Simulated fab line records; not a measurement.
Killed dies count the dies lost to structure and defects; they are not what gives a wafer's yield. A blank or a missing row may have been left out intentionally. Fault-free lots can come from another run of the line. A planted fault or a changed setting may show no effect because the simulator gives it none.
fab line records ; flow gf180mcu
record: lots: 24; wafers: 72; lastDay: 34
route steps=602 shown CONTACT@288 V1@340 V2@397 M4@466 MIM@507 TOP_METAL@571
lots with no fault: from the same line, run without faults
startH: start of the lot's first displayed wafer, in hours after the record's first day ; waitH: time in hours since the lot's previous step ; " as in the row above ; L1.1+2: one row covering several wafers at once ; - value missing, or start not given ; * or withheld: withheld ; < > ~ a bound
route shown NAME@n: NAME is a module with steps in the file, n the number in the route of the first one ; usual: mean/standard deviation taken from wafers without a fault ; same: alike in all rows ; chamber/n: place in a boat ; sites: each site's reading ; _std_site: the standard deviation of these ; _edge_site: the outer-site mean with the inner-site mean subtracted ; radiusMm: how far each site lies from the wafer's centre ; mask NAME#n: copy n ; behind: the tool/chamber that last shaped the wafer ; hold: cause of the lot's hold/its duration in hours/its outcome ; device: the transistor (n, p or np) that didn't switch ; end of line: the same wafers' tests at the end of the route ; a step with no rows: only its recipe ; killed: the dies lost at the first sort to structure and to defects; this is not the yield of the wafer ; map: a wafer's dies, marking killed ones x, the rest . and places with no die _
set.NAME: the setting as run; set.NAME@STEP: as run at that earlier step ; model.NAME: the simulator's own value behind a step, which no gauge read
one table for each step of the route and one row for each wafer, over a sample of lots
services: from which hour (startH, from the record's first day; less than 0 if before it) a tool's chamber was out of use, for how many hours, and why
== steps ==
step: GF_CONTACT_THK_MEAS_01
recipe: reads: SiO2_of_CONTACT_CVD_00
usual: CONTACT_CVD_00_THK: 300/3.5
lot.wafer;tool;chamber;startH;waitH;CONTACT_CVD_00_THK[nm]
L074.1;filmMetro-04;-;344.33;0.0;296
L074.3;filmMetro-04;-;344.33;0.0;298
L074.5;filmMetro-04;-;344.33;0.0;297
L075.1;filmMetro-03;-;345.09;0.0;302
L075.2;filmMetro-03;-;345.09;0.0;301
L075.3;filmMetro-03;-;345.09;0.0;298
L076.1;filmMetro-02;-;358.21;0.0;304
L076.5;filmMetro-02;-;358.21;0.0;299
L076.6;filmMetro-02;-;358.21;0.0;297
L077.1;filmMetro-03;-;363.97;0.0;303
L077.3;filmMetro-03;-;363.97;0.0;292
L077.4;filmMetro-03;-;363.97;0.0;302
L078.1;filmMetro-02;-;376.78;0.0;299
L078.2;filmMetro-02;-;376.78;0.0;304
L078.5;filmMetro-02;-;376.78;0.0;301
L079.1;filmMetro-03;-;383.33;0.0;299
L079.3;filmMetro-03;-;383.33;0.0;300
L079.4;filmMetro-03;-;383.33;0.0;301
L080.3;filmMetro-04;-;399.56;0.0;304
L080.5;filmMetro-04;-;399.56;0.0;295
L080.6;filmMetro-04;-;399.56;0.0;299
L081.3;filmMetro-03;-;405.14;0.0;301
L081.5;filmMetro-03;-;405.14;0.0;306
L081.6;filmMetro-03;-;405.14;0.0;303
L082.1;filmMetro-04;-;415.23;0.0;302
L082.2;filmMetro-04;-;415.23;0.0;293
L082.4;filmMetro-04;-;415.23;0.0;293
L083.3;filmMetro-02;-;421.15;0.0;305
L083.4;filmMetro-02;-;421.15;0.0;296
L083.6;filmMetro-02;-;421.15;0.0;298
L084.2;filmMetro-02;-;426.69;0.0;296
L084.4;filmMetro-02;-;426.69;0.0;295
L084.5;filmMetro-02;-;426.69;0.0;307
L085.2;filmMetro-03;-;434.71;0.0;296
L085.3;filmMetro-03;-;434.71;0.0;299
L085.6;filmMetro-03;-;434.71;0.0;300
L086.2;filmMetro-04;-;451.14;0.0;296
L086.4;filmMetro-04;-;451.14;0.0;303
L086.6;filmMetro-04;-;451.14;0.0;299
L087.1;filmMetro-03;-;457.44;0.0;303
L087.2;filmMetro-03;-;457.44;0.0;297
L087.4;filmMetro-03;-;457.44;0.0;298
L088.1;filmMetro-04;-;464.13;0.0;297
L088.2;filmMetro-04;-;464.13;0.0;299
L088.4;filmMetro-04;-;464.13;0.0;294
L089.3;filmMetro-02;-;472.30;0.0;301
L089.4;filmMetro-02;-;472.30;0.0;299
L089.6;filmMetro-02;-;472.30;0.0;301
L090.1;filmMetro-03;-;479.86;0.0;304
L090.5;filmMetro-03;-;479.86;0.0;299
L090.6;filmMetro-03;-;479.86;0.0;297
L091.1;filmMetro-03;-;486.09;0.0;302
L091.5;filmMetro-03;-;486.09;0.0;298
L091.6;filmMetro-03;-;486.09;0.0;299
L092.1;filmMetro-04;-;492.92;0.0;296
L092.2;filmMetro-04;-;492.92;0.0;302
L092.3;filmMetro-04;-;492.92;0.0;303
L093.2;filmMetro-04;-;509.51;0.0;307
L093.3;filmMetro-04;-;509.51;0.0;302
L093.6;filmMetro-04;-;509.51;0.0;306
L094.1;filmMetro-04;-;512.30;0.0;300
L094.2;filmMetro-04;-;512.30;0.0;304
L094.4;filmMetro-04;-;512.30;0.0;303
L095.3;filmMetro-04;-;520.42;0.0;298
L095.4;filmMetro-04;-;520.42;0.0;301
L095.6;filmMetro-04;-;520.42;0.0;304
L096.3;filmMetro-03;-;530.87;0.0;302
L096.4;filmMetro-03;-;530.87;0.0;301
L096.5;filmMetro-03;-;530.87;0.0;305
L097.1;filmMetro-04;-;539.19;0.0;300
L097.5;filmMetro-04;-;539.19;0.0;305
L097.6;filmMetro-04;-;539.19;0.0;300
step: GF_V1_BOW_MEAS_05
recipe: mode: bow
usual: V1_BOW: 82/7.2
lot.wafer;tool;chamber;startH;waitH;V1_BOW[um]
L074.1;filmMetro-01;-;392.16;0.2;83
L074.3;filmMetro-01;-;392.16;0.2;93
L074.5;filmMetro-01;-;392.16;0.2;87
L075.1;filmMetro-01;-;392.91;0.2;77
L075.2;filmMetro-01;-;392.91;0.2;81
L075.3;filmMetro-01;-;392.91;0.2;75
L076.1;filmMetro-04;-;407.30;0.1;87
L076.5;filmMetro-04;-;407.30;0.1;78
L076.6;filmMetro-04;-;407.30;0.1;82
L077.1;filmMetro-02;-;413.51;0.2;87
L077.3;filmMetro-02;-;413.51;0.2;61
L077.4;filmMetro-02;-;413.51;0.2;85
L078.1;filmMetro-01;-;426.10;0.2;80
L078.2;filmMetro-01;-;426.10;0.2;82
L078.5;filmMetro-01;-;426.10;0.2;83
L079.1;filmMetro-04;-;433.69;0.1;74
L079.3;filmMetro-04;-;433.69;0.1;71
L079.4;filmMetro-04;-;433.69;0.1;82
L080.3;filmMetro-01;-;450.73;0.3;72
L080.5;filmMetro-01;-;450.73;0.3;83
L080.6;filmMetro-01;-;450.73;0.3;83
L081.3;filmMetro-02;-;457.26;0.2;83
L081.5;filmMetro-02;-;457.26;0.2;86
L081.6;filmMetro-02;-;457.26;0.2;88
L082.1;filmMetro-02;-;467.27;0.2;88
L082.2;filmMetro-02;-;467.27;0.2;88
L082.4;filmMetro-02;-;467.27;0.2;84
L083.3;filmMetro-04;-;474.02;0.1;82
L083.4;filmMetro-04;-;474.02;0.1;64
L083.6;filmMetro-04;-;474.02;0.1;78
L084.2;filmMetro-01;-;478.40;0.2;95
L084.4;filmMetro-01;-;478.40;0.2;101
L084.5;filmMetro-01;-;478.40;0.2;85
L085.2;filmMetro-02;-;487.06;0.1;84
L085.3;filmMetro-02;-;487.06;0.1;81
L085.6;filmMetro-02;-;487.06;0.1;81
L086.2;filmMetro-02;-;502.94;0.1;82
L086.4;filmMetro-02;-;502.94;0.1;74
L086.6;filmMetro-02;-;502.94;0.1;83
L087.1;filmMetro-01;-;508.44;0.1;72
L087.2;filmMetro-01;-;508.44;0.1;75
L087.4;filmMetro-01;-;508.44;0.1;71
L088.1;filmMetro-04;-;514.04;0.1;76
L088.2;filmMetro-04;-;514.04;0.1;91
L088.4;filmMetro-04;-;514.04;0.1;76
L089.3;filmMetro-01;-;523.03;0.2;79
L089.4;filmMetro-01;-;523.03;0.2;86
L089.6;filmMetro-01;-;523.03;0.2;83
L090.1;filmMetro-01;-;530.22;0.2;65
L090.5;filmMetro-01;-;530.22;0.2;84
L090.6;filmMetro-01;-;530.22;0.2;83
L091.1;filmMetro-01;-;536.30;0.2;87
L091.5;filmMetro-01;-;536.30;0.2;88
L091.6;filmMetro-01;-;536.30;0.2;71
L092.1;filmMetro-04;-;541.78;0.1;92
L092.2;filmMetro-04;-;541.78;0.1;94
L092.3;filmMetro-04;-;541.78;0.1;78
L093.2;filmMetro-02;-;559.07;0.2;82
L093.3;filmMetro-02;-;559.07;0.2;86
L093.6;filmMetro-02;-;559.07;0.2;88
L094.1;filmMetro-02;-;561.40;0.1;69
L094.2;filmMetro-02;-;561.40;0.1;84
L094.4;filmMetro-02;-;561.40;0.1;80
L095.3;filmMetro-04;-;568.68;0.2;88
L095.4;filmMetro-04;-;568.68;0.2;98
L095.6;filmMetro-04;-;568.68;0.2;78
L096.3;filmMetro-02;-;579.56;0.2;75
L096.4;filmMetro-02;-;579.56;0.2;77
L096.5;filmMetro-02;-;579.56;0.2;82
L097.1;filmMetro-04;-;586.34;0.2;81
L097.5;filmMetro-04;-;586.34;0.2;81
L097.6;filmMetro-04;-;586.34;0.2;81
step: GF_V2_OVL_MEAS_15
usual: V2_OVL: 0/6
lot.wafer;tool;chamber;startH;waitH;V2_OVL[nm]
L074.1;overlay-01;-;467.44;0.1;1
L074.3;overlay-01;-;467.44;0.1;-4
L074.5;overlay-01;-;467.44;0.1;4
L075.1;overlay-02;-;467.67;0.1;1
L075.2;overlay-02;-;467.67;0.1;1
L075.3;overlay-02;-;467.67;0.1;-4
L076.1;overlay-01;-;484.54;0.1;-6
L076.5;overlay-01;-;484.54;0.1;-5
L076.6;overlay-01;-;484.54;0.1;-3
L077.1;overlay-01;-;488.29;0.1;-7
L077.3;overlay-01;-;488.29;0.1;-7
L077.4;overlay-01;-;488.29;0.1;-2
L078.1;overlay-02;-;500.89;0.1;-4
L078.2;overlay-02;-;500.89;0.1;-10
L078.5;overlay-02;-;500.89;0.1;-2
L079.1;overlay-01;-;509.92;0.1;-9
L079.3;overlay-01;-;509.92;0.1;-10
L079.4;overlay-01;-;509.92;0.1;3
L080.3;overlay-02;-;524.25;0.1;-1
L080.5;overlay-02;-;524.25;0.1;9
L080.6;overlay-02;-;524.25;0.1;18
L081.3;overlay-01;-;530.75;0.1;0
L081.5;overlay-01;-;530.75;0.1;14
L081.6;overlay-01;-;530.75;0.1;8
L082.1;overlay-02;-;540.77;0.1;-7
L082.2;overlay-02;-;540.77;0.1;-4
L082.4;overlay-02;-;540.77;0.1;-2
L083.3;overlay-01;-;547.60;0.1;-4
L083.4;overlay-01;-;547.60;0.1;-3
L083.6;overlay-01;-;547.60;0.1;-1
L084.2;overlay-02;-;551.92;0.1;3
L084.4;overlay-02;-;551.92;0.1;8
L084.5;overlay-02;-;551.92;0.1;7
L085.2;overlay-02;-;558.70;0.1;-4
L085.3;overlay-02;-;558.70;0.1;-3
L085.6;overlay-02;-;558.70;0.1;-6
L086.2;overlay-02;-;574.09;0.1;1
L086.4;overlay-02;-;574.09;0.1;-7
L086.6;overlay-02;-;574.09;0.1;-5
L087.1;overlay-02;-;579.24;0.1;-2
L087.2;overlay-02;-;579.24;0.1;7
L087.4;overlay-02;-;579.24;0.1;0
L088.1;overlay-02;-;584.14;0.1;3
L088.2;overlay-02;-;584.14;0.1;-2
L088.4;overlay-02;-;584.14;0.1;-1
L089.3;overlay-02;-;593.30;0.1;-10
L089.4;overlay-02;-;593.30;0.1;-5
L089.6;overlay-02;-;593.30;0.1;-6
L090.1;overlay-01;-;598.99;0.1;-1
L090.5;overlay-01;-;598.99;0.1;-1
L090.6;overlay-01;-;598.99;0.1;5
L091.1;overlay-01;-;605.39;0.1;4
L091.5;overlay-01;-;605.39;0.1;6
L091.6;overlay-01;-;605.39;0.1;10
L092.1;overlay-01;-;610.62;0.1;9
L092.2;overlay-01;-;610.62;0.1;7
L092.3;overlay-01;-;610.62;0.1;5
L093.2;overlay-01;-;626.27;0.1;-7
L093.3;overlay-01;-;626.27;0.1;-2
L093.6;overlay-01;-;626.27;0.1;-3
L094.1;overlay-01;-;628.79;0.1;1
L094.2;overlay-01;-;628.79;0.1;1
L094.4;overlay-01;-;628.79;0.1;4
L095.3;overlay-01;-;635.55;0.1;-1
L095.4;overlay-01;-;635.55;0.1;2
L095.6;overlay-01;-;635.55;0.1;-2
L096.3;overlay-01;-;644.45;0.1;6
L096.4;overlay-01;-;644.45;0.1;12
L096.5;overlay-01;-;644.45;0.1;2
L097.1;overlay-01;-;654.79;0.1;1
L097.5;overlay-01;-;654.79;0.1;3
L097.6;overlay-01;-;654.79;0.1;4
step: GF_M4_SOFTBAKE_10
recipe: tempC: 130; timeS: 61.35; resist: KrF
usual: exhaustPa: 45.1/0.86; heaterPowerTotalW: 93.14/0.077; plateSensorTCentreC: 131.02/0.011; plateSensorTEdgeC: 131.21/0.011; resistLineTempC: 22.99/0.11
lot.wafer;tool;chamber;startH;waitH;exhaustPa;heaterPowerTotalW;plateSensorTCentreC;plateSensorTEdgeC;resistLineTempC
L074.1;lithoTrack-04;0;531.72;0.1;45.1;92.97;131.02;131.2;23.15
L074.3;lithoTrack-04;0;531.72;0.1;45.1;93.19;131.01;131.2;22.97
L074.5;lithoTrack-04;0;531.72;0.1;45.7;93.21;131.01;131.21;23.04
L075.1;lithoTrack-03;0;531.77;0.1;44.7;92.96;131.01;131.2;22.92
L075.2;lithoTrack-03;0;531.77;0.1;44.9;93.16;131;131.21;23.01
L075.3;lithoTrack-03;0;531.77;0.1;44.4;93.17;131.01;131.25;22.99
L076.1;lithoTrack-01;0;547.41;0.1;45.5;93.22;131.01;131.22;22.93
L076.5;lithoTrack-01;0;547.41;0.1;45.3;92.94;131.02;131.21;23.07
L076.6;lithoTrack-01;0;547.41;0.1;46.7;93.24;131.02;131.2;23.22
L077.1;lithoTrack-01;0;551.16;0.1;46.2;93.12;131.01;131.21;22.92
L077.3;lithoTrack-01;0;551.16;0.1;44.6;93.05;131;131.21;22.88
L077.4;lithoTrack-01;0;551.16;0.1;45.5;93.21;130.99;131.21;22.75
L078.1;lithoTrack-01;0;562.36;0.1;44.5;93.13;131.02;131.21;22.94
L078.2;lithoTrack-01;0;562.36;0.1;44.5;93.12;131.01;131.21;22.87
L078.5;lithoTrack-01;0;562.36;0.1;44.1;93.07;131.03;131.18;22.99
L079.1;lithoTrack-01;0;571.76;0.1;43.1;93.06;131.01;131.21;23.09
L079.3;lithoTrack-01;0;571.76;0.1;45.2;93.20;131.02;131.21;23.09
L079.4;lithoTrack-01;0;571.76;0.1;44.2;93.23;131.01;131.22;22.99
L080.3;lithoTrack-01;0;585.71;0.1;45.4;93.21;131.02;131.2;23.11
L080.5;lithoTrack-01;0;585.71;0.1;43.7;93.14;131.02;131.2;23.00
L080.6;lithoTrack-01;0;585.71;0.1;44.6;93.17;131.03;131.23;23.17
L081.3;lithoTrack-03;0;592.12;0.1;46.4;93.28;131.01;131.22;22.89
L081.5;lithoTrack-03;0;592.12;0.1;45.4;93.20;131.02;131.21;23.05
L081.6;lithoTrack-03;0;592.12;0.1;45.3;93.17;131.01;131.24;22.95
L082.1;lithoTrack-01;0;600.91;0.1;45.5;93.21;131.03;131.22;23.00
L082.2;lithoTrack-01;0;600.91;0.1;43.9;93.13;131.03;131.2;22.92
L082.4;lithoTrack-01;0;600.91;0.1;43.9;93.03;131.02;131.22;22.92
L083.3;lithoTrack-03;0;605.77;0.1;44.3;93.16;131;131.21;22.99
L083.4;lithoTrack-03;0;605.77;0.1;45.4;93.11;131.03;131.21;22.80
L083.6;lithoTrack-03;0;605.77;0.1;46.9;93.18;131.03;131.2;22.89
L084.2;lithoTrack-04;0;610.80;0.1;44.3;93.22;131.01;131.2;23.08
L084.4;lithoTrack-04;0;610.80;0.1;44.3;93.16;131.03;131.22;23.17
L084.5;lithoTrack-04;0;610.80;0.1;45.4;93.02;131.02;131.23;23.10
L085.2;lithoTrack-03;0;617.14;0.1;45.9;93.21;131.02;131.22;22.81
L085.3;lithoTrack-03;0;617.14;0.1;44.2;93.10;131;131.21;22.99
L085.6;lithoTrack-03;0;617.14;0.1;46.3;92.96;130.99;131.21;23.05
L086.2;lithoTrack-03;0;630.89;0.1;44.5;92.99;131.01;131.21;23.07
L086.4;lithoTrack-03;0;630.89;0.1;44.6;93.14;131.02;131.22;22.99
L086.6;lithoTrack-03;0;630.89;0.1;46.4;93.16;131.01;131.2;23.01
L087.1;lithoTrack-01;0;636.76;0.1;44.4;93.12;131.01;131.21;22.75
L087.2;lithoTrack-01;0;636.76;0.1;44.3;92.96;131.02;131.2;22.92
L087.4;lithoTrack-01;0;636.76;0.1;45.2;93.11;131.02;131.22;22.89
L088.1;lithoTrack-04;0;641.42;0.1;46.5;93.16;131.02;131.21;23.10
L088.2;lithoTrack-04;0;641.42;0.1;44.6;93.21;131.01;131.22;23.14
L088.4;lithoTrack-04;0;641.42;0.1;45.3;93.07;131;131.21;23.11
L089.3;lithoTrack-03;0;649.07;0.1;47.1;93.16;131.01;131.2;23.06
L089.4;lithoTrack-03;0;649.07;0.1;46.1;93.24;131.01;131.2;22.99
L089.6;lithoTrack-03;0;649.07;0.1;45.9;93.18;131.02;131.23;23.16
L090.1;lithoTrack-01;0;654.26;0.1;44.8;93.05;131.02;131.2;23.00
L090.5;lithoTrack-01;0;654.26;0.1;46.3;93.11;131.01;131.21;22.99
L090.6;lithoTrack-01;0;654.26;0.1;46.0;93.13;131.02;131.21;22.87
L091.1;lithoTrack-01;0;661.06;0.1;45.7;93.20;131;131.21;23.00
L091.5;lithoTrack-01;0;661.06;0.1;44.5;93.13;131.03;131.19;22.95
L091.6;lithoTrack-01;0;661.06;0.1;46.8;93.16;131;131.22;22.95
L092.1;lithoTrack-01;0;665.11;0.1;45.0;93.02;131.02;131.21;23.05
L092.2;lithoTrack-01;0;665.11;0.1;44.8;93.03;131.02;131.21;22.98
L092.3;lithoTrack-01;0;665.11;0.1;45.1;93.12;131.03;131.22;23.18
L093.2;lithoTrack-03;0;680.14;0.1;44.8;93.18;131.01;131.21;22.96
L093.3;lithoTrack-03;0;680.14;0.1;46.2;93.16;131.04;131.21;22.88
L093.6;lithoTrack-03;0;680.14;0.1;44.0;93.19;131.01;131.2;23.00
L094.1;lithoTrack-03;0;683.27;0.1;45.0;93.06;131;131.19;23.11
L094.2;lithoTrack-03;0;683.27;0.1;46.0;93.26;131.02;131.2;23.08
L094.4;lithoTrack-03;0;683.27;0.1;46.5;93.21;131.02;131.21;23.06
L095.3;lithoTrack-03;0;688.47;0.1;45.3;93.16;131.04;131.23;23.14
L095.4;lithoTrack-03;0;688.47;0.1;44.8;93.19;131.01;131.2;23.02
L095.6;lithoTrack-03;0;688.47;0.1;43.4;93.22;131.02;131.22;23.14
L096.3;lithoTrack-04;0;697.67;0.1;44.3;92.96;131.04;131.22;22.96
L096.4;lithoTrack-04;0;697.67;0.1;45.2;93.15;131;131.21;22.94
L096.5;lithoTrack-04;0;697.67;0.1;43.6;92.95;131.01;131.21;23.04
L097.1;lithoTrack-04;0;706.92;0.1;46.5;93.20;131.01;131.22;22.92
L097.5;lithoTrack-04;0;706.92;0.1;45.7;93.21;131;131.21;23.10
L097.6;lithoTrack-04;0;706.92;0.1;44.6;93.15;131.01;131.21;23.00
step: GF_MIM_SPUTTER_04
recipe: material: TiN; targetThkNm: 50; powerW: 6500; timeS: 41.7; chamberPressurePa: 0.4
usual: throttleValvePct: 29.9/1
lot.wafer;tool;chamber;startH;waitH;throttleValvePct
L074.1;pvdSputter-03;-;568.17;0.0;31.3
L074.3;pvdSputter-03;-;568.17;0.0;29.8
L074.5;pvdSputter-03;-;568.17;0.0;28.9
L075.1;pvdSputter-04;-;568.67;0.0;31.4
L075.2;pvdSputter-04;-;568.67;0.0;28.6
L075.3;pvdSputter-04;-;568.67;0.0;29.5
L076.1;pvdSputter-01;-;583.51;0.0;31.0
L076.5;pvdSputter-01;-;583.51;0.0;28.9
L076.6;pvdSputter-01;-;583.51;0.0;29.4
L077.1;pvdSputter-03;-;587.57;0.0;28.7
L077.3;pvdSputter-03;-;587.57;0.0;31.3
L077.4;pvdSputter-03;-;587.57;0.0;30.0
L078.1;pvdSputter-03;-;598.90;0.0;29.1
L078.2;pvdSputter-03;-;598.90;0.0;31.1
L078.5;pvdSputter-03;-;598.90;0.0;31.0
L079.1;pvdSputter-01;-;606.90;0.0;28.2
L079.3;pvdSputter-01;-;606.90;0.0;28.9
L079.4;pvdSputter-01;-;606.90;0.0;30.8
L080.3;pvdSputter-03;-;619.32;0.0;31.4
L080.5;pvdSputter-03;-;619.32;0.0;31.3
L080.6;pvdSputter-03;-;619.32;0.0;31.4
L081.3;pvdSputter-01;-;626.66;0.0;29.6
L081.5;pvdSputter-01;-;626.66;0.0;28.5
L081.6;pvdSputter-01;-;626.66;0.0;29.1
L082.1;pvdSputter-04;-;635.44;0.0;28.7
L082.2;pvdSputter-04;-;635.44;0.0;31.2
L082.4;pvdSputter-04;-;635.44;0.0;29.6
L083.3;pvdSputter-04;-;640.24;0.0;28.8
L083.4;pvdSputter-04;-;640.24;0.0;28.5
L083.6;pvdSputter-04;-;640.24;0.0;31.1
L084.2;pvdSputter-04;-;645.64;0.0;31.4
L084.4;pvdSputter-04;-;645.64;0.0;29.7
L084.5;pvdSputter-04;-;645.64;0.0;30.9
L085.2;pvdSputter-04;-;650.94;0.0;31.2
L085.3;pvdSputter-04;-;650.94;0.0;28.7
L085.6;pvdSputter-04;-;650.94;0.0;28.6
L086.2;pvdSputter-01;-;664.83;0.0;29.0
L086.4;pvdSputter-01;-;664.83;0.0;31.1
L086.6;pvdSputter-01;-;664.83;0.0;29.8
L087.1;pvdSputter-04;-;669.07;0.0;29.8
L087.2;pvdSputter-04;-;669.07;0.0;28.3
L087.4;pvdSputter-04;-;669.07;0.0;30.6
L088.1;pvdSputter-01;-;674.11;0.0;28.9
L088.2;pvdSputter-01;-;674.11;0.0;31.1
L088.4;pvdSputter-01;-;674.11;0.0;28.8
L089.3;pvdSputter-03;-;680.32;0.0;31.0
L089.4;pvdSputter-03;-;680.32;0.0;29.9
L089.6;pvdSputter-03;-;680.32;0.0;31.1
L090.1;pvdSputter-04;-;687.39;0.0;28.3
L090.5;pvdSputter-04;-;687.39;0.0;28.6
L090.6;pvdSputter-04;-;687.39;0.0;30.6
L091.1;pvdSputter-03;-;693.33;0.0;31.4
L091.5;pvdSputter-03;-;693.33;0.0;30.0
L091.6;pvdSputter-03;-;693.33;0.0;31.4
L092.1;pvdSputter-01;-;696.92;0.0;28.8
L092.2;pvdSputter-01;-;696.92;0.0;31.0
L092.3;pvdSputter-01;-;696.92;0.0;28.7
L093.2;pvdSputter-03;-;711.34;0.0;31.0
L093.3;pvdSputter-03;-;711.34;0.0;28.9
L093.6;pvdSputter-03;-;711.34;0.0;29.0
L094.1;pvdSputter-04;-;714.14;0.0;30.7
L094.2;pvdSputter-04;-;714.14;0.0;28.5
L094.4;pvdSputter-04;-;714.14;0.0;29.8
L095.3;pvdSputter-04;-;719.34;0.0;30.6
L095.4;pvdSputter-04;-;719.34;0.0;31.1
L095.6;pvdSputter-04;-;719.34;0.0;30.6
L096.3;pvdSputter-01;-;727.47;0.0;30.0
L096.4;pvdSputter-01;-;727.47;0.0;31.0
L096.5;pvdSputter-01;-;727.47;0.0;28.8
L097.1;pvdSputter-04;-;736.44;0.0;29.6
L097.5;pvdSputter-04;-;736.44;0.0;29.4
L097.6;pvdSputter-04;-;736.44;0.0;30.6
step: GF_TOP_METAL_SPUTTER_04
recipe: material: TiN; targetThkNm: 25; powerW: 6500; timeS: 20.8; chamberPressurePa: 0.4
usual: throttleValvePct: 30.2/0.79
lot.wafer;tool;chamber;startH;waitH;throttleValvePct
L074.1;pvdSputter-02;-;635.83;0.0;30.5
L074.3;pvdSputter-02;-;635.83;0.0;30.0
L074.5;pvdSputter-02;-;635.83;0.0;30.6
L075.1;pvdSputter-03;-;636.80;0.0;29.9
L075.2;pvdSputter-03;-;636.80;0.0;30.9
L075.3;pvdSputter-03;-;636.80;0.0;31.3
L076.1;pvdSputter-02;-;648.90;0.0;29.8
L076.5;pvdSputter-02;-;648.90;0.0;29.9
L076.6;pvdSputter-02;-;648.90;0.0;30.6
L077.1;pvdSputter-04;-;652.53;0.0;31.2
L077.3;pvdSputter-04;-;652.53;0.0;30.6
L077.4;pvdSputter-04;-;652.53;0.0;29.6
L078.1;pvdSputter-04;-;661.67;0.0;31.0
L078.2;pvdSputter-04;-;661.67;0.0;30.0
L078.5;pvdSputter-04;-;661.67;0.0;30.3
L079.1;pvdSputter-02;-;670.55;0.0;30.2
L079.3;pvdSputter-02;-;670.55;0.0;29.9
L079.4;pvdSputter-02;-;670.55;0.0;29.2
L080.3;pvdSputter-02;-;682.64;0.0;30.3
L080.5;pvdSputter-02;-;682.64;0.0;30.3
L080.6;pvdSputter-02;-;682.64;0.0;29.0
L081.3;pvdSputter-04;-;688.87;0.0;28.8
L081.5;pvdSputter-04;-;688.87;0.0;29.5
L081.6;pvdSputter-04;-;688.87;0.0;31.0
L082.1;pvdSputter-03;-;696.69;0.0;31.0
L082.2;pvdSputter-03;-;696.69;0.0;29.7
L082.4;pvdSputter-03;-;696.69;0.0;29.0
L083.3;pvdSputter-02;-;700.73;0.0;30.3
L083.4;pvdSputter-02;-;700.73;0.0;30.2
L083.6;pvdSputter-02;-;700.73;0.0;30.0
L084.2;pvdSputter-02;-;707.23;0.0;30.6
L084.4;pvdSputter-02;-;707.23;0.0;30.3
L084.5;pvdSputter-02;-;707.23;0.0;29.0
L085.2;pvdSputter-02;-;711.05;0.0;30.4
L085.3;pvdSputter-02;-;711.05;0.0;30.6
L085.6;pvdSputter-02;-;711.05;0.0;30.4
L086.2;pvdSputter-02;-;724.59;0.0;30.5
L086.4;pvdSputter-02;-;724.59;0.0;30.7
L086.6;pvdSputter-02;-;724.59;0.0;30.4
L087.1;pvdSputter-03;-;729.57;0.0;29.0
L087.2;pvdSputter-03;-;729.57;0.0;31.2
L087.4;pvdSputter-03;-;729.57;0.0;31.4
L088.1;pvdSputter-02;-;732.93;0.0;30.0
L088.2;pvdSputter-02;-;732.93;0.0;29.3
L088.4;pvdSputter-02;-;732.93;0.0;30.6
L089.3;pvdSputter-03;-;738.35;0.0;31.3
L089.4;pvdSputter-03;-;738.35;0.0;30.3
L089.6;pvdSputter-03;-;738.35;0.0;30.9
L090.1;pvdSputter-03;-;745.74;0.0;28.9
L090.5;pvdSputter-03;-;745.74;0.0;31.0
L090.6;pvdSputter-03;-;745.74;0.0;31.4
L091.1;pvdSputter-02;-;750.14;0.0;30.7
L091.5;pvdSputter-02;-;750.14;0.0;30.6
L091.6;pvdSputter-02;-;750.14;0.0;30.4
L092.1;pvdSputter-02;-;752.92;0.0;29.9
L092.2;pvdSputter-02;-;752.92;0.0;29.2
L092.3;pvdSputter-02;-;752.92;0.0;30.4
L093.2;pvdSputter-02;-;766.84;0.0;29.1
L093.3;pvdSputter-02;-;766.84;0.0;30.5
L093.6;pvdSputter-02;-;766.84;0.0;30.6
L094.1;pvdSputter-03;-;770.09;0.0;31.1
L094.2;pvdSputter-03;-;770.09;0.0;29.1
L094.4;pvdSputter-03;-;770.09;0.0;29.9
L095.3;pvdSputter-02;-;772.68;0.0;28.9
L095.4;pvdSputter-02;-;772.68;0.0;30.0
L095.6;pvdSputter-02;-;772.68;0.0;29.8
L096.3;pvdSputter-03;-;781.26;0.0;28.9
L096.4;pvdSputter-03;-;781.26;0.0;31.0
L096.5;pvdSputter-03;-;781.26;0.0;31.5
L097.1;pvdSputter-03;-;788.54;0.0;28.9
L097.5;pvdSputter-03;-;788.54;0.0;31.1
L097.6;pvdSputter-03;-;788.54;0.0;29.0
== services ==
tool;chamber;startH;hours;kind
pvdSputter-04;-;573.51;2.1;repair
pvdSputter-04;-;604.51;3.5;repair
pvdSputter-01;-;615.46;2.5;repair
pvdSputter-02;-;617.70;6.2;repair
pvdSputter-03;3;620.19;-;consumableReplace:kit
pvdSputter-03;3;620.19;18.0;scheduledDown
pvdSputter-03;3;620.19;18.0;ventCycle
pvdSputter-04;3;626.44;-;consumableReplace:kit
pvdSputter-04;3;626.44;18.0;scheduledDown
pvdSputter-04;3;626.44;18.0;ventCycle
pvdSputter-01;3;665.08;-;consumableReplace:kit
pvdSputter-01;3;665.08;18.0;scheduledDown
pvdSputter-01;3;665.08;18.0;ventCycle
pvdSputter-03;-;677.38;1.3;repair
pvdSputter-02;0;711.86;-;consumableReplace:kit
pvdSputter-02;0;711.86;18.0;scheduledDown
pvdSputter-02;0;711.86;18.0;ventCycle
pvdSputter-04;2;736.48;-;consumableReplace:kit
pvdSputter-04;2;736.48;18.0;scheduledDown
pvdSputter-04;2;736.48;18.0;ventCycle
pvdSputter-03;2;744.71;-;consumableReplace:kit
pvdSputter-03;2;744.71;18.0;scheduledDown
pvdSputter-03;2;744.71;18.0;ventCycle
== key ==
fault none
